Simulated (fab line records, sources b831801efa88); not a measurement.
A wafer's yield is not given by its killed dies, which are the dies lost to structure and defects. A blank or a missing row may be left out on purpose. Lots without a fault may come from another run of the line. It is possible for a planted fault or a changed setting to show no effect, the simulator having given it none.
Which tool did it? -- flow gf180mcu -- 33 wafers from 11 lots sampled at 2 of the route's 602 steps

== WHAT THE GAUGES SHOWED, per wafer ==
GF_CONTACT_THK_MEAS_03.
lot,measured,on,CONTACT_CVD_02_THK (nm)
L576,day 15 08:21,film_metro-01,869 881 855
L578,day 15 22:37,film_metro-03,845 836 869
L579,day 16 11:06,film_metro-03,874 845 863
L580,day 16 18:37,film_metro-03,839 846 845
L581,day 17 05:29,film_metro-01,869 850 865
L582,day 17 19:41,film_metro-01,861 862 866
L586,day 19 05:19,film_metro-01,828 865 860
L588,day 19 17:23,film_metro-04,845 828 856
L590,day 20 13:17,film_metro-03,838 847 843
L592,day 21 03:43,film_metro-04,857 869 868
L596,day 22 22:17,film_metro-03,853 872 878

== WHAT TOOL EACH LOT RAN ON (gives the tool, then ch and the chambers of the sampled wafers, and finally the start) ==
lot,GF_SALICIDE_SPUTTER_03
L576,"pvd_sputter-02, day 15 07:39"
L578,"pvd_sputter-02, day 15 21:55"
L579,"pvd_sputter-01, day 16 10:25"
L580,"pvd_sputter-02, day 16 17:56"
L581,"pvd_sputter-02, day 17 04:47"
L582,"pvd_sputter-01, day 17 18:59"
L586,"pvd_sputter-02, day 19 04:37"
L588,"pvd_sputter-02, day 19 16:43"
L590,"pvd_sputter-02, day 20 12:30"
L592,"pvd_sputter-02, day 21 03:00"
L596,"pvd_sputter-02, day 22 21:36"
- GF_SALICIDE_SPUTTER_03: material TiN, target thk 20 nm, time 17.11 s.

== THE ANSWER, worked out from the rows above alone ==
Rule: usual is defined by the lots themselves. The widest of any qualifying gaps counts: lots, ordered by their means at a reading, are off when they make up no more than a third of the lots, leave a main group of 4 or more, and stand apart from it by 3 or more times the standard deviation of that group's means. A main group whose means are all the same, to the digits that the tables above print for the reading, isn't used. Also off: a lot with no number at a reading for which 4 or more lots have one. Where the step has rows for the other lots, those lots are counted as sound.
No lot is off on any of the readings shown, so nothing can be concluded from this.

== WHAT THE SIMULATOR HAD INSERTED ==
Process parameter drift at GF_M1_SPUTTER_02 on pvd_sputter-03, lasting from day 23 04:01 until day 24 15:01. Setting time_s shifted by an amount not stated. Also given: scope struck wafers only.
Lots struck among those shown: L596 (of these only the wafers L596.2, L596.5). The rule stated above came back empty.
